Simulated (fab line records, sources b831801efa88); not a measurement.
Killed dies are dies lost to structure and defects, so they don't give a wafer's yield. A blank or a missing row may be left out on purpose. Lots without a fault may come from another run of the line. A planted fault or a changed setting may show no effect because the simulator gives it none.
One fault seen from 2 desks | flow sky130 | each desk has only its own numbers; what lay behind them comes last

THE METROLOGY DESK
What the gauges read, lot by lot, whatever tool the lot ran on: means of the sampled wafers that have a number. A lot is out of limits, marked OUT, if its mean lies more than 4 standard deviations from the usual mean; the brackets give that distance.
Columns: A = cd_nm at SKY_SD_P_CD_MEAS_07, usual 380 nm; B = LI_CONTACT_W_RS at SKY_LI_CONTACT_RS_MEAS_22, usual 0.286 ohm/sq; C = CONTACT_W_THK at SKY_CONTACT_THK_MEAS_26, usual 346 nm
lot  | first seen here | A   | B     | C
L283 | day 25 17:03    | 378 | 0.288 | 341
L284 | day 26 05:12    | 384 | 0.286 | 350
L293 | day 29 16:44    | 383 | 0.283 | 344
L294 | day 30 08:45    | 379 | 0.282 | 343
L295 | day 30 12:15    | 382 | 0.285 | 345
L296 | day 30 18:41    | 381 | 0.288 | 335
L297 | day 31 03:32    | 383 | 0.285 | 343
L298 | day 31 09:56    | 382 | 0.290 | 344
L299 | day 31 19:34    | 381 | 0.289 | 353
L300 | day 32 01:19    | 380 | 0.290 | 348
L302 | day 32 13:38    | 383 | 0.283 | 345
L303 | day 32 21:35    | 375 | 0.284 | 345
L304 | day 33 00:37    | 378 | 0.286 | 346
L306 | day 33 23:47    | 385 | 0.286 | 342
This desk's finding: nothing out of limits on any of the 14 lots.

THE TOOL OWNER'S DESK: wet_bench-03
The tool's own readings at SKY_FIELD_ISO_WET_ETCH_28 (etches SiO2 in dHF, target depth 23.7 nm, time 47 s): means of the sampled wafers that have a number, for each lot that ran on this tool. A lot is out of limits, marked OUT, if its mean lies more than 4 standard deviations from the usual mean; the brackets give that distance.
Columns: A = bath_heat_duty_pct at SKY_FIELD_ISO_WET_ETCH_28, usual 5.9 %; B = run_length_s at SKY_FIELD_ISO_WET_ETCH_28, usual 77 s
lot  | first seen here | A   | B
L283 | day 2 10:31     | 6.6 | 81
L297 | day 5 16:42     | 5.5 | 81
L299 | day 5 23:38     | 6.1 | 80
L302 | day 6 18:21     | 7.0 | 80
L303 | day 6 22:25     | 5.8 | 73
L304 | day 7 01:26     | 6.7 | 81
This desk's finding: nothing out of limits on any of the 6 lots.

PUT TOGETHER
The metrology desk saw nothing out of limits.
The tool owner's desk saw nothing out of limits.

WHAT THE SIMULATOR HAD PUT IN
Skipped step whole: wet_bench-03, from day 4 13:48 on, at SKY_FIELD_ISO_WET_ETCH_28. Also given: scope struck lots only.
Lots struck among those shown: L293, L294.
